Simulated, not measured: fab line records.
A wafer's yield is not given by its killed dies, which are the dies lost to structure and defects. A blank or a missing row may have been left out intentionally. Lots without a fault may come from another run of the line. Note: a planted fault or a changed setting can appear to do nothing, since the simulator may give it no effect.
Lot-split experiment | flow sky130 | on a route of 708 steps: 5 lots, 23 wafers read

== ON THE SPLIT ==
At SKY_LDD_N_IMPLANT_15, the setting energyKev was moved away from the recipe's 50 on 10 of the 23 wafers read, by -5.9% to -2.7%. The other wafers ran this setting at the recipe's value.

The reading comes from the split's own step.

== THE READING ==
implant.drpNm (the simulator's own value, which no gauge read), in nm, at SKY_LDD_N_IMPLANT_15. No usual value for it is given in the file.

wafer  | tool, chamber at the split | energyKev as run | against the recipe | implant.drpNm, nm | against lot-mates on the recipe
L077.1 | implanter-02, 0            | 47.75            | -4.5%              | 18.21             | -0.62
L077.4 | implanter-02, 0            | 47.75            | -4.5%              | 18.21             | -0.62
L077.2 | implanter-02, 0            | 50               | recipe             | 18.83             | -
L077.3 | implanter-02, 0            | 50               | recipe             | 18.83             | -
L077.6 | implanter-02, 0            | 50               | recipe             | 18.83             | -
L078.2 | implanter-02, 0            | 50               | recipe             | 18.83             | -
L078.5 | implanter-02, 0            | 50               | recipe             | 18.83             | -
L078.3 | implanter-02, 0            | 48.67            | -2.7%              | 18.47             | -0.36
L078.4 | implanter-02, 0            | 48.67            | -2.7%              | 18.47             | -0.36
L078.6 | implanter-02, 0            | 48.67            | -2.7%              | 18.47             | -0.36
L080.2 | implanter-04, 0            | 50               | recipe             | 18.83             | -
L080.4 | implanter-04, 0            | 50               | recipe             | 18.83             | -
L080.5 | implanter-04, 0            | 50               | recipe             | 18.83             | -
L083.1 | implanter-01, 0            | 50               | recipe             | 18.83             | -
L083.5 | implanter-01, 0            | 50               | recipe             | 18.83             | -
L083.2 | implanter-01, 0            | 47.63            | -4.7%              | 18.18             | -0.65
L083.3 | implanter-01, 0            | 47.63            | -4.7%              | 18.18             | -0.65
L083.4 | implanter-01, 0            | 47.63            | -4.7%              | 18.18             | -0.65
L084.1 | implanter-02, 0            | 50               | recipe             | 18.83             | -
L084.2 | implanter-02, 0            | 50               | recipe             | 18.83             | -
L084.3 | implanter-02, 0            | 50               | recipe             | 18.83             | -
L084.4 | implanter-02, 0            | 47.06            | -5.9%              | 18.02             | -0.81
L084.6 | implanter-02, 0            | 47.06            | -5.9%              | 18.02             | -0.81

FIT RESULTS
A straight line over all 23 wafers: implant.drpNm changes by +0.137 nm for each +1% of energyKev; r = +1.00; the points scatter about the line by 0.0022 nm.
The same after taking each lot's own level away (the mean of its wafers on the recipe; 23 wafers): +0.137 nm for each +1%; r = +1.00; scatter 0.0022 nm.
On that fit, the largest move of energyKev shifts the reading by 0.81 nm.
The lots' own levels span 18.830 to 18.830 nm.
Hence the lot-to-lot level has little effect on the slope; both slopes agree.
Check: for one of the wafers moved furthest among these (-5.9%), held out of the fit, the line's prediction against its lot-mates is -0.807 nm. It came out at -0.81 nm against them.

== THE OTHER SPLITS THESE WAFERS WENT THROUGH ==
These wafers also went through other splits before the reading. Each is held against what the fit with the lots' levels taken away leaves over:
other split on the same wafers        | wafers away from the commonest value | r with implant.drpNm (lot level and that fit taken away)
SKY_SONOS_ONO_CVD_04 tempC            | 18                                   | -0.64
SKY_GATE_OXIDE_COAT_05 spinRpm        | 8                                    | -0.15
SKY_GATE_OXIDE_DEVELOP_09 devTempC    | 8                                    | -0.15
SKY_RES_PROTECT_COAT_02 spinRpm       | 11                                   | -0.24
SKY_POLY_GATE_IMPLANT_02 doseCm2      | 8                                    | +0.09
SKY_POLY_GATE_COAT_08 spinRpm         | 6                                    | +0.04
SKY_POLY_GATE_DEVELOP_12 developTimeS | 5                                    | -0.31
SKY_LDD_N_IMPLANT_09 energyKev        | 9                                    | -0.47

== THE WHOLE CHAIN: every reading that the file lists as answering this split, in the file's order ==
step                 | what it does | reading                                                        | change (the file's fit)               | r (the file's)
SKY_LDD_N_IMPLANT_15 |              | implant.rpNm (the simulator's own value, which no gauge read)  | +0.318 nm for each +1% of the setting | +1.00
SKY_LDD_N_IMPLANT_15 |              | implant.drpNm (the simulator's own value, which no gauge read) | +0.138 nm for each +1% of the setting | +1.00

== THE FILE'S OWN FIT ==
implant.drpNm changes by +0.138 nm for each +1% of energyKev, r = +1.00.
